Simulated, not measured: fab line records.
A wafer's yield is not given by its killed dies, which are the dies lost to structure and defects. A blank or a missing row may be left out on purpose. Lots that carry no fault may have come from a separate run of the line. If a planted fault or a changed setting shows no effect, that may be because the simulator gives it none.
fab line records	flow sky130
[record] lots = 6	wafers = 18	lastDay = 49
route steps=708 shown LOCAL_INTERCONNECT@388 PAD_OPEN@708
lots untouched by any fault: they come from a run of this same line in which no faults occurred
startH: the number of hours between the record's first day and the start of the first shown wafer of the lot	waitH: hours since the lot's step before	" repeats the value in the row above	L1.1+2: a row that stands for several wafers	- value missing, or start not given	* or withheld: withheld	< > ~ a bound
route shown NAME@n: names a module that has steps shown in the file, with the first one's number in the route	usual: average and standard deviation across the fault-free wafers	same: alike in all rows	chamber/n: place in a boat	sites: per-site readings	_std_site: the values' standard deviation	_edge_site: the outer-site mean with the inner-site mean subtracted	radiusMm: how far each site lies from the wafer's centre	mask NAME#n: copy n	behind: the tool/chamber that last shaped the wafer	hold: reason for holding the lot/hours on hold/outcome of the hold	device: transistor that didn't switch, given as n, p or np	end of line: tests of these same wafers at the route's end	where a step has no rows: the recipe by itself	killed: dies lost to structure and defects at the first sort, not the wafer's yield	map: a wafer's dies, marking killed ones x, the rest . and places with no die _
set.NAME: setting as actually run; set.NAME@STEP: the setting as run at that earlier step	model.NAME: the simulator's own value behind a step, which no gauge read
lots at some steps of the route; a table a step, a row a wafer
services: from which hour (startH, from the record's first day; less than 0 if before it) a tool's chamber was out of use, for how many hours, and why
[[steps]]
[step SKY_LOCAL_INTERCONNECT_RS_MEAS_01]
[recipe] thkMeasGauge = four-point-probe	reads = TiN_of_LOCAL_INTERCONNECT_SPUTTER_00
[usual] LOCAL_INTERCONNECT_TIN_RS = 14.26/0.18
lot.wafer	tool	chamber	startH	waitH	LOCAL_INTERCONNECT_TIN_RS[ohm/sq]
L571.1	filmMetro-01	-	697.09	0.0	14.02
L571.5	"	-	"	"	14.21
L571.6	"	-	"	"	14.03
L577.1	filmMetro-01	-	745.50	0.0	14.50
L577.2	"	-	"	"	14.20
L577.3	"	-	"	"	14.29
L579.1	filmMetro-02	-	764.45	0.0	14.23
L579.2	"	-	"	"	14.22
L579.5	"	-	"	"	14.15
L580.3	filmMetro-03	-	765.93	0.1	14.37
L580.4	"	-	"	"	14.31
L580.6	"	-	"	"	14.16
L581.1	filmMetro-03	-	775.62	0.0	14.56
L581.3	"	-	"	"	14.56
L581.4	"	-	"	"	14.54
L583.3	filmMetro-02	-	790.30	0.1	14.28
L583.4	"	-	"	"	14.11
L583.6	"	-	"	"	14.25
[step SKY_LOCAL_INTERCONNECT_THK_MEAS_02]
[recipe] thkMeasGauge = xrf	reads = TiN_of_LOCAL_INTERCONNECT_SPUTTER_00
[usual] LOCAL_INTERCONNECT_TIN_THK = 99.9/1.2
lot.wafer	tool	chamber	startH	waitH	LOCAL_INTERCONNECT_TIN_THK[nm]
L571.1	filmMetro-01	-	697.21	0.1	101.2
L571.5	"	-	"	"	100.1
L571.6	"	-	"	"	100.8
L577.1	filmMetro-01	-	745.62	0.1	98.0
L577.2	"	-	"	"	99.8
L577.3	"	-	"	"	99.5
L579.1	filmMetro-02	-	764.57	0.1	100.2
L579.2	"	-	"	"	100.4
L579.5	"	-	"	"	101.0
L580.3	filmMetro-03	-	766.03	0.1	99.7
L580.4	"	-	"	"	100.1
L580.6	"	-	"	"	100.9
L581.1	filmMetro-03	-	775.74	0.1	97.7
L581.3	"	-	"	"	98.0
L581.4	"	-	"	"	98.8
L583.3	filmMetro-02	-	790.40	0.1	100.1
L583.4	"	-	"	"	101.1
L583.6	"	-	"	"	99.7
[step SKY_LOCAL_INTERCONNECT_DEHYDRATE_03]
[recipe] tempC = 200	timeS = 60
[step SKY_LOCAL_INTERCONNECT_HMDS_04]
[recipe] primeTimeS = 60	primeTempC = 120
[step SKY_LOCAL_INTERCONNECT_COAT_05]
[recipe] resist = BARC	tempC = withheld	timeS = withheld	spinRpm = 3000	resistThkNm = 60
[step SKY_LOCAL_INTERCONNECT_COAT_06]
[recipe] resist = KrF-thick	spinRpm = 3000	resistThkNm = 450
[step SKY_LOCAL_INTERCONNECT_SOFTBAKE_07]
[recipe] tempC = 99.49	timeS = 90	resist = KrF-thick
[step SKY_LOCAL_INTERCONNECT_EXPOSE_08]
[recipe] maskId = LI1M	na = 0.8	sourceShape = annular	sigmaInner = 0.55	sigmaOuter = 0.85	targetCdNm = 170	doseMj = 28
[step SKY_LOCAL_INTERCONNECT_PEB_09]
[recipe] pebTempC = withheld	pebTimeS = withheld	resist = KrF-thick
[step SKY_LOCAL_INTERCONNECT_DEVELOP_10]
[recipe] developTimeS = 60	resist = KrF-thick	devTempC = 21
[step SKY_LOCAL_INTERCONNECT_CD_MEAS_11]
[recipe] targetCdNm = 170
[usual] cdNm = 169.7/1.6
lot.wafer	tool	chamber	startH	waitH	cdNm
L571.1	cdSem-02	-	725.41	-	170.1
L571.5	"	-	"	"	170.8
L571.6	"	-	"	"	170.8
L577.1	cdSem-02	-	772.91	-	169.7
L577.2	"	-	"	"	172.5
L577.3	"	-	"	"	170.8
L579.1	cdSem-01	-	791.86	-	170.7
L579.2	"	-	"	"	171.5
L579.5	"	-	"	"	169.9
L580.3	cdSem-01	-	793.98	-	168.8
L580.4	"	-	"	"	169.4
L580.6	"	-	"	"	172.6
L581.1	cdSem-01	-	802.64	-	168.6
L581.3	"	-	"	"	170.0
L581.4	"	-	"	"	168.2
L583.3	cdSem-02	-	817.60	-	171.0
L583.4	"	-	"	"	171.4
L583.6	"	-	"	"	173.0
[step SKY_LOCAL_INTERCONNECT_OVL_MEAS_12]
[usual] LOCAL_INTERCONNECT_OVL = 2/5.7
lot.wafer	tool	chamber	startH	waitH	LOCAL_INTERCONNECT_OVL[nm]
L571.1	overlay-02	-	725.53	0.1	-6
L571.5	"	-	"	"	1
L571.6	"	-	"	"	-5
L577.1	overlay-02	-	773.03	0.1	-5
L577.2	"	-	"	"	-3
L577.3	"	-	"	"	-10
L579.1	overlay-01	-	791.98	0.1	2
L579.2	"	-	"	"	5
L579.5	"	-	"	"	6
L580.3	overlay-01	-	794.07	0.1	3
L580.4	"	-	"	"	-4
L580.6	"	-	"	"	-5
L581.1	overlay-01	-	802.76	0.1	-2
L581.3	"	-	"	"	0
L581.4	"	-	"	"	-11
L583.3	overlay-02	-	817.69	0.1	8
L583.4	"	-	"	"	16
L583.6	"	-	"	"	7
[step SKY_LOCAL_INTERCONNECT_ETCH_13]
[recipe] chemistry = N2/H2	target = BARC	ionEnergyEv = 200	biasW = 100	pressureMtorr = 30	n2FlowSccm = 100	h2FlowSccm = 200	icpW = 500	stopOn = SiO2	timeS = 45.9	targetDepthA = 600
[usual] drypumpMotorCurrentA = 5.4/0.42	oesProductAu = 0.854/0.0049	throttleValvePct = 13.225/0.0096
[same] timeS = 45.9
lot.wafer	tool	chamber	startH	waitH	drypumpMotorCurrentA	oesProductAu	rfHoursCounterH	throttleValvePct	model.KrF-thick_of_LOCAL_INTERCONNECT_COAT_06.thkNm
L571.1	rieMetal-01	1	725.56	0.0	5.0	0.855	7	13.222	393.4
L571.5	"	0	"	"	5.7	0.854	-	13.231	392.5
L571.6	"	1	"	"	5.0	0.857	-	13.234	393.1
L577.1	rieMetal-02	0	773.06	0.0	6.0	0.858	12	13.215	390.1
L577.2	"	1	"	"	5.0	0.842	10	13.243	390
L577.3	"	1	"	"	5.1	0.860	-	13.243	390.3
L579.1	rieMetal-03	1	792.01	0.0	6.1	0.866	1	13.240	393.4
L579.2	"	0	"	"	5.1	0.858	9	13.221	393.5
L579.5	"	1	"	"	6.1	0.854	-	13.217	393.1
L580.3	rieMetal-02	0	794.11	0.0	5.9	0.859	-	13.240	391.5
L580.4	"	1	"	"	5.0	0.856	-	13.220	401.5
L580.6	"	0	"	"	5.9	0.857	-	13.216	398.6
L581.1	rieMetal-01	1	802.79	0.0	5.0	0.857	10	13.228	394.9
L581.3	"	0	"	"	5.7	0.853	-	13.218	390.8
L581.4	"	1	"	"	5.0	0.851	-	13.224	393.3
L583.3	rieMetal-02	1	817.74	0.0	5.0	0.845	-	13.231	392.8
L583.4	"	0	"	"	5.9	0.849	-	13.230	401.7
L583.6	"	0	"	"	5.9	0.853	-	13.227	400.3
[step SKY_LOCAL_INTERCONNECT_METAL_ETCH_14]
[recipe] targetDepthNm = 110	stopOn = PSG	chemistry = Cl2/BCl3	target = TiN	resistSidewallDeg = 88	pressureMtorr = 10	icpW = 900	biasW = 48.5	Cl2_flow_sccm = 60	bcl3FlowSccm = 30	timeS = 31.4
[usual] drypumpMotorCurrentA = 5.4/0.42	oesProductAu = 0.936/0.0085	throttleValvePct = 21.903/0.0094
[same] timeS = 31.4
lot.wafer	tool	chamber	startH	waitH	drypumpMotorCurrentA	oesProductAu	rfHoursCounterH	throttleValvePct	model.KrF-thick_of_LOCAL_INTERCONNECT_COAT_06.thkNm
L571.1	rieMetal-01	1	725.63	0.0	5.0	0.941	7	21.901	349.5
L571.5	"	0	"	"	5.7	0.940	-	21.926	347.6
L571.6	"	1	"	"	5.0	0.945	-	21.900	348.9
L577.1	rieMetal-02	0	773.13	0.0	5.9	0.927	13	21.906	345.4
L577.2	"	1	"	"	5.1	0.931	10	21.884	345.2
L577.3	"	1	"	"	5.0	0.938	-	21.911	345.8
L579.1	rieMetal-03	1	792.08	0.0	6.1	0.939	1	21.891	348.8
L579.2	"	0	"	"	5.1	0.937	10	21.905	349.1
L579.5	"	1	"	"	6.1	0.943	-	21.903	348.4
L580.3	rieMetal-02	0	794.17	0.0	5.9	0.939	-	21.899	346.5
L580.4	"	1	"	"	5.1	0.946	-	21.905	357.6
L580.6	"	0	"	"	5.9	0.940	-	21.895	353.8
L581.1	rieMetal-01	1	802.86	0.0	5.0	0.916	10	21.907	351
L581.3	"	0	"	"	5.6	0.923	-	21.903	346.3
L581.4	"	1	"	"	5.0	0.931	-	21.917	349.4
L583.3	rieMetal-02	1	817.79	0.0	5.0	0.938	-	21.908	348.5
L583.4	"	0	"	"	5.9	0.943	-	21.916	357.2
L583.6	"	0	"	"	5.9	0.942	-	21.887	355.7
[step SKY_LOCAL_INTERCONNECT_STRIP_15]
[recipe] chemistry = O2/N2	powerW = 1400	pressureMtorr = 1500	platenTempC = withheld	o2FlowSccm = 3000	n2FlowSccm = 300	overashFraction = 0.5
[usual] drypumpMotorCurrentA = 5.7/0.3	oesProductAu = 0.427/0.0042	stripTimeToEndpointS = 4.714/0.017
lot.wafer	tool	chamber	startH	waitH	drypumpMotorCurrentA	oesProductAu	rfHoursCounterH	stripTimeToEndpointS
L571.1	plasmaAsher-02	1	725.68	0.0	5.6	0.415	90	4.752
L571.5	"	1	"	"	5.6	0.423	-	4.698
L571.6	"	0	"	"	6.1	0.426	-	4.722
L577.1	plasmaAsher-02	1	773.18	0.0	5.6	0.423	95	4.669
L577.2	"	0	"	"	6.1	0.426	95	4.696
L577.3	"	1	"	"	5.6	0.428	-	4.699
L579.1	plasmaAsher-02	0	792.13	0.0	6.1	0.429	97	4.722
L579.2	"	1	"	"	5.6	0.418	97	4.721
L579.5	"	1	"	"	5.6	0.425	-	4.727
L580.3	plasmaAsher-03	0	794.24	0.1	5.3	0.431	-	4.679
L580.4	"	1	"	"	5.6	0.433	-	4.809
L580.6	"	1	"	"	5.6	0.429	-	4.783
L581.1	plasmaAsher-03	0	802.91	0.0	5.3	0.433	67	4.737
L581.3	"	1	"	"	5.6	0.429	-	4.699
L581.4	"	0	"	"	5.3	0.431	-	4.723
L583.3	plasmaAsher-02	0	817.86	0.1	6.1	0.432	-	4.719
L583.4	"	1	"	"	5.6	0.428	-	4.831
L583.6	"	0	"	"	6.1	0.433	-	4.792
[step SKY_LOCAL_INTERCONNECT_STRIP_16]
[recipe] chemistry = postEtchResidueRemover	timeS = 1200	tempC = 72.5
[step SKY_PAD_OPEN_PROBE_99]
[usual] killed_at_M0_to_M3 = 43/7.3	killed_at_M4_up = 3.2/1.9	killedAtContacts = 24/5.5	killedAtFrontEnd = 15/4.7	killedAtOther = 0.5/0.75	killedDies = 85/9.5	killedOpen = 46/7	killedShort = 38/7.4
[same] grossDies = 492	killedAtBackSide = 0
lot.wafer	tool	chamber	startH	waitH	killed_at_M0_to_M3	killed_at_M4_up	killedAtContacts	killedAtFrontEnd	killedAtOther	killedDies	killedOpen	killedShort
L571.1	prober-01	-	1098.83	0.1	47	5	24	13	0	89	50	39
L571.5	prober-01	-	1099.03	0.2	38	6	27	19	0	90	53	37
L571.6	prober-01	-	1099.08	0.2	43	3	12	27	0	85	52	33
L577.1	prober-01	-	1133.35	0.1	47	3	29	11	0	90	50	39
L577.2	prober-01	-	1133.40	0.1	29	3	23	7	0	62	41	21
L577.3	prober-01	-	1133.45	0.2	40	2	25	18	0	85	43	41
L579.1	prober-01	-	1150.04	0.1	48	2	23	18	0	91	51	39
L579.2	prober-01	-	1150.09	0.1	32	2	21	23	1	79	35	42
L579.5	prober-01	-	1150.24	0.2	34	1	21	14	0	70	46	24
L580.3	prober-02	-	1152.53	0.2	54	4	20	22	2	102	50	49
L580.4	prober-02	-	1152.58	0.2	37	4	21	16	1	79	53	24
L580.6	prober-02	-	1152.68	0.2	31	5	25	7	0	68	37	31
L581.1	prober-01	-	1156.24	0.1	53	3	27	19	0	102	50	52
L581.3	prober-01	-	1156.34	0.2	55	4	7	16	0	82	35	47
L581.4	prober-01	-	1156.39	0.2	37	0	20	17	1	75	40	35
L583.3	prober-01	-	1166.84	0.2	58	4	23	20	0	105	60	45
L583.4	prober-01	-	1166.89	0.2	43	3	20	19	1	86	46	39
L583.6	prober-01	-	1166.99	0.2	58	5	26	10	1	100	59	40
// killed by level:class
L571.1 CONTACT:geometricParticle:open=12 VIA2:geometricParticle:open=11 VIA2:geometricParticle:short=6 METAL1:geometricParticle:short=6 VIA1:geometricParticle:open=6 LI_CONTACT:geometricParticle:open=5 VIA3:geometricParticle:open=5 FIELD_ISO:geometricParticle:short=4
L571.5 CONTACT:geometricParticle:open=11 VIA1:geometricParticle:open=11 POLY_GATE:geometricParticle:open=9 LI_CONTACT:geometricParticle:open=6 VIA2:geometricParticle:open=6 FIELD_ISO:geometricParticle:short=5 METAL2:geometricParticle:short=5 LI_CONTACT:geometricParticle:short=4
L571.6 VIA1:geometricParticle:open=10 FIELD_ISO:geometricParticle:open=9 VIA3:geometricParticle:open=8 FIELD_ISO:geometricParticle:short=7 VIA2:geometricParticle:open=6 POLY_GATE:geometricParticle:open=5 POLY_GATE:geometricParticle:short=4 VIA1:geometricParticle:short=4
L577.1 VIA1:geometricParticle:short=11 CONTACT:geometricParticle:open=9 VIA3:geometricParticle:open=9 VIA2:geometricParticle:open=8 VIA1:geometricParticle:open=8 LI_CONTACT:geometricParticle:open=6 CONTACT:geometricParticle:short=6 POLY_GATE:geometricParticle:short=4
L577.2 LI_CONTACT:geometricParticle:open=10 VIA1:geometricParticle:open=10 CONTACT:geometricParticle:short=5 VIA2:geometricParticle:open=5 METAL2:geometricParticle:short=4 VIA3:geometricParticle:open=4 POLY_GATE:geometricParticle:open=3 CONTACT:geometricParticle:open=3
L577.3 CONTACT:geometricParticle:open=10 VIA1:geometricParticle:open=10 METAL2:geometricParticle:short=8 VIA2:geometricParticle:open=7 FIELD_ISO:geometricParticle:short=6 METAL1:geometricParticle:short=6 CONTACT:geometricParticle:short=5 LI_CONTACT:geometricParticle:open=4
L579.1 VIA1:geometricParticle:open=12 LI_CONTACT:geometricParticle:open=8 METAL1:geometricParticle:short=7 VIA2:geometricParticle:open=7 CONTACT:geometricParticle:open=6 VIA2:geometricParticle:short=6 FIELD_ISO:geometricParticle:open=5 VIA3:geometricParticle:open=5
L579.2 POLY_GATE:geometricParticle:short=9 CONTACT:geometricParticle:open=9 LI_CONTACT:geometricParticle:open=7 VIA3:geometricParticle:short=6 FIELD_ISO:geometricParticle:short=5 VIA1:geometricParticle:open=5 VIA2:geometricParticle:open=5 LOCAL_INTERCONNECT:geometricParticle:short=4
L579.5 FIELD_ISO:geometricParticle:open=9 VIA1:geometricParticle:open=9 CONTACT:geometricParticle:open=7 LI_CONTACT:geometricParticle:open=7 VIA3:geometricParticle:open=6 VIA1:geometricParticle:short=5 METAL1:geometricParticle:short=4 VIA2:geometricParticle:open=4
L580.3 CONTACT:geometricParticle:open=12 VIA1:geometricParticle:open=11 VIA1:geometricParticle:short=10 VIA3:geometricParticle:open=7 VIA2:geometricParticle:open=7 FIELD_ISO:geometricParticle:short=6 VIA3:geometricParticle:short=6 METAL2:geometricParticle:short=4
L580.4 CONTACT:geometricParticle:open=13 VIA1:geometricParticle:open=9 LI_CONTACT:geometricParticle:open=6 VIA3:geometricParticle:open=5 FIELD_ISO:geometricParticle:open=4 POLY_GATE:geometricParticle:open=4 VIA1:geometricParticle:short=4 METAL2:geometricParticle:short=4
L580.6 CONTACT:geometricParticle:open=11 VIA1:geometricParticle:open=8 LI_CONTACT:geometricParticle:open=7 METAL1:geometricParticle:short=5 VIA2:geometricParticle:open=5 METAL2:geometricParticle:short=5 CONTACT:geometricParticle:short=4 METAL4:geometricParticle:short=4
L581.1 VIA1:geometricParticle:open=13 POLY_GATE:geometricParticle:short=9 CONTACT:geometricParticle:open=9 VIA3:geometricParticle:open=8 METAL2:geometricParticle:short=8 LI_CONTACT:geometricParticle:open=7 VIA3:geometricParticle:short=7 LOCAL_INTERCONNECT:geometricParticle:short=5
L581.3 VIA1:geometricParticle:open=14 METAL2:geometricParticle:short=8 VIA3:geometricParticle:open=8 VIA1:geometricParticle:short=7 POLY_GATE:geometricParticle:short=6 FIELD_ISO:geometricParticle:short=5 METAL1:geometricParticle:short=4 VIA2:geometricParticle:open=4
L581.4 VIA1:geometricParticle:open=12 LOCAL_INTERCONNECT:geometricParticle:short=8 LI_CONTACT:geometricParticle:open=7 FIELD_ISO:geometricParticle:short=6 VIA3:geometricParticle:open=6 METAL2:geometricParticle:short=5 FIELD_ISO:geometricParticle:open=4 VIA1:geometricParticle:short=4
L583.3 VIA1:geometricParticle:open=13 CONTACT:geometricParticle:open=9 METAL1:geometricParticle:short=9 LI_CONTACT:geometricParticle:open=7 VIA2:geometricParticle:open=7 POLY_GATE:geometricParticle:open=6 VIA3:geometricParticle:open=6 METAL2:geometricParticle:short=6
L583.4 VIA1:geometricParticle:open=10 CONTACT:geometricParticle:open=9 FIELD_ISO:geometricParticle:short=7 VIA2:geometricParticle:short=7 VIA3:geometricParticle:open=6 VIA2:geometricParticle:open=5 SPACER:geometricParticle:short=5 LI_CONTACT:geometricParticle:open=4
L583.6 VIA1:geometricParticle:open=13 VIA3:geometricParticle:open=12 LI_CONTACT:geometricParticle:open=11 CONTACT:geometricParticle:open=10 METAL2:geometricParticle:short=7 METAL1:geometricParticle:short=6 VIA2:geometricParticle:short=6 POLY_GATE:geometricParticle:short=5
[[services]]
tool	chamber	startH	hours	kind
rieMetal-03	1	743.04	-	clean
rieMetal-03	1	743.04	19.8	scheduledDown
rieMetal-03	1	743.04	19.8	ventCycle
rieMetal-02	-	798.20	0.2	repair
plasmaAsher-02	-	806.72	0.6	repair
plasmaAsher-03	-	812.07	12.7	repair
[[key]]
[firstSign] step = SKY_LOCAL_INTERCONNECT_STRIP_15	reading = stripTimeToEndpointS	direction = up	sigmas = 5.1	usual = *	struck = *
effect none on later readings
[modelEffect] step = SKY_LOCAL_INTERCONNECT_ETCH_13	value = KrF-thick_of_LOCAL_INTERCONNECT_COAT_06.thkNm	without = 393	struck = 400.6
[modelEffect] step = SKY_LOCAL_INTERCONNECT_METAL_ETCH_14	value = KrF-thick_of_LOCAL_INTERCONNECT_COAT_06.thkNm	without = 348.5	struck = 356.1
metAt SKY_LOCAL_INTERCONNECT_ETCH_13
struckWafers L580.4,L580.6,L583.4,L583.6
testerLeftOut L580,L583
onsetBetween 773.06 794.11
[fault] kind = processParameterDrift	tool = rieMetal-02	chamber = -	onsetH = 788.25	steps = SKY_LOCAL_INTERCONNECT_ETCH_13	channel = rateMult	offset = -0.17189	shape = step	endH = 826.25	scope = struckWafersOnly
// testerLeftOut: of these lots the tester's yield and bins aren't shown, on N5 and GAA mostly nor the transistor test; their killed dies are dies lost to structure and defects alone, not to doping, threshold or leakage, so they don't give the yield
